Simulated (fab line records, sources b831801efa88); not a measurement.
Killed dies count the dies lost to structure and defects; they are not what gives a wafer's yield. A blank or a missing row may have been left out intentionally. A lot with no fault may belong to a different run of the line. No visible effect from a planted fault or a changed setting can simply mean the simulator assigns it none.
Code-filled problem report in 8D (eight disciplines) form	flow sky130	the parts of the form that need people (team, actions taken, sign-off) are left out

== 1. WHAT IS WRONG ==
Wafers without a fault read 24, standard deviation 5.6; killed at contacts at SKY_PAD_OPEN_PROBE_99 reads a mean of 248 on 2 wafers belonging to 2 lots. Measured from the usual mean, that is +40 standard deviations.
Earliest sighting: wafer L197.4 on prober-01 at day 49 16:38. The record holds 9 wafers of 3 lots with a number at this step. Rule for "out" (also "out of limits"): further than 4 standard deviations from the usual mean. The other wafers with a number count as sound.

== 2. WHAT IT IS AND WHAT IT IS NOT ==
question	is	is not
which readings at this step	killed at contacts, killed dies, killed on rim	killed_at_M0_to_M3, killed_at_M4_up, killed at front end, killed at other, killed short
which lots	L197, L198	L192
which wafers of those lots	L197.4, L198.3	L197.3, L197.5, L198.4, L198.5
read on which tools	prober-01, prober-02	-
when	from day 49 16:38	up to then (4 sound wafers); but 3 sound wafers of L197, L198 came after

== 3. THE SUSPECTS, EACH WITH WHAT RULES IT OUT ==
Counting: a tool at a process step up to the reading stays a suspect if it ran every lot that is out. Sound lots after the first of them don't rule it out here, since some wafers of a struck lot are sound.
- cmp-02 at SKY_LI_CONTACT_CMP_24 (polishes, stops on PSG, t overpolish 20 s, target thk 0 nm): kept. It ran every lot that is out, first L197 (day 34 15:02).
- At SKY_LI_CONTACT_CMP_24, inside cmp-02: chamber 1 took the wafers that are out, while their sound lot-mates went through chambers 0, 3.
The count leaves cmp-02 at SKY_LI_CONTACT_CMP_24.

== 4. THE CAUSE (what the simulator had put in) ==
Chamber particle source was cmp-02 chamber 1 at SKY_LI_CONTACT_CMP_24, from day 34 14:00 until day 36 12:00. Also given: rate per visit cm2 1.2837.
The count eliminated every tool but this one.

== 5. THE CHAIN OF EFFECTS, in route order ==
Each row: a reading where the mean over the struck wafers with a number is more than 3 standard deviations away from the usual. Only readings whose record carries a usual standard deviation are examined. hours: median over the lots of the time between each lot's start at the first step of this table that gives one and its start at this step. sigmas: the change, counted in usual standard deviations.
hours	step	reading	usual	on struck wafers	change	sigmas
0	SKY_PAD_OPEN_PROBE_99	killed at contacts	24	248	+224	+40
0	SKY_PAD_OPEN_PROBE_99	killed dies	84	298	+214	+21
0	SKY_PAD_OPEN_PROBE_99	killed on rim	16	64	+48	+12
Its process steps:
- SKY_PAD_OPEN_PROBE_99

== 6. WHAT WOULD HAVE CAUGHT IT SOONER ==
In this record no reading fell out of limits until day 49 16:38, 363 hours after the fault had begun at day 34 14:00.
No tool reading at SKY_LI_CONTACT_CMP_24 that has a usual standard deviation in the record was out on any struck wafer, so an alarm limit of 4 standard deviations on those readings would not have fired.
By day 49 16:38, every lot that is out (2) had started SKY_LI_CONTACT_CMP_24 on cmp-02. Had the tool been put on hold then, not one of them would have been saved.
